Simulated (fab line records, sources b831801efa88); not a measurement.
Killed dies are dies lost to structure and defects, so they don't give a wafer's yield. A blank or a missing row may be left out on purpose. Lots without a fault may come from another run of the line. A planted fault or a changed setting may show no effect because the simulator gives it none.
One fault seen from 2 desks | flow sfq_line | each desk has only its own numbers; what lay behind them comes last

THE TOOL OWNER'S DESK: rie_metal-03
The tool's own readings at SFQ_TRILAYER_R5_BARC_OPEN_METAL_ETCH_177 (etches BARC in O2, target depth 125 nm, time 41.7 s): means of the sampled wafers that have a number, for each lot that ran on this tool. A lot is out of limits, marked OUT, if its mean lies more than 4 standard deviations from the usual mean; the brackets give that distance.
Columns: A = drypump_motor_current_A at SFQ_TRILAYER_R5_BARC_OPEN_METAL_ETCH_177, usual 6.1 A; B = oes_product_au at SFQ_TRILAYER_R5_BARC_OPEN_METAL_ETCH_177, usual 0.685 a.u.; C = run_length_s at SFQ_TRILAYER_R5_BARC_OPEN_METAL_ETCH_177, usual 70.1 s
lot  | first seen here | A   | B                | C
L132 | day 59 02:49    | 6.3 | 0.684            | 69.9
L133 | day 59 05:13    | 6.5 | 0.684            | 70.0
L139 | day 61 23:58    | 6.2 | 0.661 (-5.1) OUT | 73.2 (+9.5) OUT
L141 | day 62 07:01    | 6.2 | 0.659 (-5.5) OUT | 73.2 (+9.8) OUT
This desk's finding: out of limits on L139, L141; first on L139, day 61 23:58 (oes_product_au at SFQ_TRILAYER_R5_BARC_OPEN_METAL_ETCH_177). In limits: L132, L133.

THE METROLOGY DESK
What the gauges read, lot by lot, whatever tool the lot ran on: means of the sampled wafers that have a number. A lot is out of limits, marked OUT, if its mean lies more than 4 standard deviations from the usual mean; the brackets give that distance.
Columns: A = R5_MONX_RS at SFQ_R5_RS_MEAS_933, usual 7.05 ohm/sq; B = M7_OVL at SFQ_M7_OVL_MEAS_945, usual -4 nm
lot  | first seen here | A    | B
L126 | day 52 20:40    | 7.13 | -5
L127 | day 53 02:41    | 7.08 | -9
L128 | day 53 08:17    | 6.99 | -3
L129 | day 53 14:40    | 7.16 | -2
L130 | day 53 15:17    | 7.05 | -5
L131 | day 54 00:17    | 7.11 | 0
L132 | day 54 06:17    | 6.98 | 0
L133 | day 54 11:40    | 6.86 | -3
L139 | day 61 21:23    | 7.04 | -4
L141 | day 62 04:26    | 7.13 | -9
L142 | day 62 06:22    | 7.02 | -8
L144 | day 62 12:21    | 7.10 | 2
L148 | day 63 03:22    | 7.04 | -5
L149 | day 64 12:20    | 7.06 | -7
This desk's finding: nothing out of limits on any of the 14 lots.

PUT TOGETHER
The tool owner's desk could have raised an alarm at day 61 23:58, on L139, L141.
The metrology desk saw nothing out of limits.
The metrology desk has L139, L141 on record, within its limits.
Of the lots named, all ran SFQ_TRILAYER_R5_BARC_OPEN_METAL_ETCH_177 on rie_metal-03.

WHAT THE SIMULATOR HAD PUT IN
Process parameter drift: rie_metal-03, from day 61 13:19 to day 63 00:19, at SFQ_TRILAYER_R5_BARC_OPEN_METAL_ETCH_177. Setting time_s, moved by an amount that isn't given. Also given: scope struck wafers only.
Lots struck among those shown: L139, L141.
Hours from the fault's start to each desk's first reading out of limits: the tool owner's desk, 11.
